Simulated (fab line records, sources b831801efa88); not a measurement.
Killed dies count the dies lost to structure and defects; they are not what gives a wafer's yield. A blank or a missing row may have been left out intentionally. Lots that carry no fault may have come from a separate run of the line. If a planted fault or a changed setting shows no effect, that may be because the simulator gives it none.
One fault through the eyes of 2 desks -- flow gf180mcu -- each desk holds nothing but its own numbers, with what lay behind them at the end

## DESK OF THE TOOL OWNER: pecvd-02
The tool's own readings at GF_PASSIVATION_CVD_00 (deposits SiO2 from TEOS, target thk 1000 nm, time 111.95 s): means of the sampled wafers that have a number, for each lot that ran on this tool. A lot is out of limits, marked OUT, if its mean lies more than 4 standard deviations from the usual mean; the brackets give that distance.
Columns: A = heater_power_w at GF_PASSIVATION_CVD_00, usual 663 W; B = susceptor_temp_C at GF_PASSIVATION_CVD_00, usual 399.97 C
lot,first seen here,A,B
L426,day 27 20:10,583,399.86
L437,day 31 19:04,628,399.78
This desk's finding: nothing out of limits on any of the 2 lots.

## FROM THE METROLOGY DESK
What the gauges read for every lot (on any tool): the sampled wafers with a number, averaged. A lot is out of limits, marked OUT, if its mean lies more than 4 standard deviations from the usual mean; the brackets give that distance.
Columns: A = cd_nm at GF_TOP_METAL_CD_MEAS_14, usual 440.0 nm; B = TOP_METAL_OVL at GF_TOP_METAL_OVL_MEAS_15, usual 0.4 nm; C = PASSIVATION_CVD_00_THK at GF_PASSIVATION_THK_MEAS_01, usual 1005 nm
lot,first seen here,A,B,C
L426,day 27 19:16,443.5,0.5,1007
L428,day 29 06:53,439.8,-1.0,1022
L437,day 31 18:13,441.5,2.9,1117 (+7.5) OUT
L446,day 34 00:47,442.0,-0.7,1004
L447,day 34 01:02,439.2,0.7,1006
This desk reports L437 out of limits; the earliest was L437 at day 31 19:10 (PASSIVATION_CVD_00_THK at GF_PASSIVATION_THK_MEAS_01). L426, L428, L446, L447 stayed within limits.

## BROUGHT TOGETHER
An alarm was possible from the metrology desk at day 31 19:10, on L437.
The desk of the tool owner found nothing out of limits.
The tool owner's desk has L437 on record, within its limits.
GF_PASSIVATION_CVD_00 was run on pecvd-02 by each of the lots named.

## WHAT THE SIMULATOR HAD PUT IN
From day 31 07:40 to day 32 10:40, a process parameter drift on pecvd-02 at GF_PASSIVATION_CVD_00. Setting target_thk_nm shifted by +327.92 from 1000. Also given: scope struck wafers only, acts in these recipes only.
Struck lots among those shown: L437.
Hours from the fault's start to each desk's first reading out of limits: the metrology desk, 11.
